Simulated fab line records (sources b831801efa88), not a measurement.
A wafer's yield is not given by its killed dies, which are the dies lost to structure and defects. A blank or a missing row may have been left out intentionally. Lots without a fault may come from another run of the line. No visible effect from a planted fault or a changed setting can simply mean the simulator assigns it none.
Which tool is to blame?	flow sfq line	Sampling: 7 lots, 20 wafers, 6 of 325 route steps

## WHAT EACH GAUGE READ, for each wafer
SFQ_M8_OVL_MEAS_948.
lot	measured	on	M8_OVL (nm)
L966	day 80 08:58	overlay-01	-1 0 -7
L968	day 80 13:46	overlay-01	7 4 -1
L971	day 81 04:10	overlay-02	10 10 2
L973	day 81 12:52	overlay-02	5 -1 7
L975	day 81 17:37	overlay-01	-5 3
L978	day 81 23:03	overlay-01	-4 -2 -4
L986	day 92 23:48	overlay-02	3 3 4

## EACH LOT AND THE TOOL THAT RAN IT (in order: tool; ch and the chambers of the sampled wafers; start)
lot	SFQ_TRILAYER_I0_CMP_CMP_028	SFQ_TRILAYER_I0_METRO_MEASURE_029	SFQ_TRILAYER_I0_VIA_ETCH_VIA_ETCH_034	SFQ_TRILAYER_I2_VIA_STRIP_STRIP_071	SFQ_TRILAYER_A5B_METRO_MEASURE_131
L966	cmp-01 ch 1,2,3, day 11 21:00	film metro-02, day 11 23:49	rie diel-02 ch 1,2, day 17 03:20	rie metal-01 ch 1, day 42 22:35	film metro-01, day 65 14:09
L968	cmp-02 ch 1,2,3, day 13 00:20	film metro-03, day 13 02:28	rie diel-02 ch 1,2,3, day 18 10:47	rie metal-04 ch 0,1, day 43 23:54	film metro-01, day 65 19:57
L971	cmp-02 ch 0,1,2, day 14 11:13	film metro-02, day 14 14:20	rie diel-01 ch 1,2,3, day 20 02:19	rie metal-02 ch 0,1, day 45 16:42	film metro-02, day 66 22:34
L973	cmp-01 ch 0,3, day 14 23:20	film metro-03, day 15 02:21	rie diel-01 ch 0,2,3, day 20 14:45	rie metal-02 ch 0,1, day 46 02:35	film metro-01, day 67 13:58
L975	cmp-01 ch 1,3, day 15 14:31	film metro-04, day 15 17:50	rie diel-04 ch 2,3, day 20 23:09	rie metal-04 ch 0,1, day 46 05:59	film metro-01, day 67 17:47
L978	cmp-01 ch 1,2,3, day 16 09:38	film metro-02, day 16 12:15	rie diel-04 ch 0,1,3, day 21 02:45	rie metal-04 ch 0,1, day 46 10:47	film metro-01, day 68 07:34
L986	cmp-01 ch 0,1,2, day 19 08:18	film metro-03, day 19 11:25	rie diel-02 ch 1,3, day 21 12:21	rie metal-02 ch 0,1, day 47 03:49	film metro-01, day 74 00:10
- SFQ_TRILAYER_I0_CMP_CMP_028: polishes SiO2.
- SFQ_TRILAYER_I0_METRO_MEASURE_029
- SFQ_TRILAYER_I0_VIA_ETCH_VIA_ETCH_034: etches SiO2 in CHF3, stops on Nb, target depth 260 nm.
- SFQ_TRILAYER_I2_VIA_STRIP_STRIP_071: strips in O2.
- SFQ_TRILAYER_A5B_METRO_MEASURE_131

## THE ANSWER, worked out from the rows above alone
Rule: usual is defined by the lots themselves. Put in order of their means at a reading, lots are off if they are a third of the lots or fewer, leave a main group of 4 or more, and stand apart from it by a gap of 3 or more times the standard deviation of the main group's means; of several such gaps the widest counts. Not used: any main group whose means are identical at the precision the tables above print for the reading. Also off: a lot with no number at a reading for which 4 or more lots have one. Where the step has rows for the other lots, those lots are counted as sound.
Across all readings shown, no lot is off: no conclusion can be drawn from this.

## WHAT WAS PUT IN BY THE SIMULATOR
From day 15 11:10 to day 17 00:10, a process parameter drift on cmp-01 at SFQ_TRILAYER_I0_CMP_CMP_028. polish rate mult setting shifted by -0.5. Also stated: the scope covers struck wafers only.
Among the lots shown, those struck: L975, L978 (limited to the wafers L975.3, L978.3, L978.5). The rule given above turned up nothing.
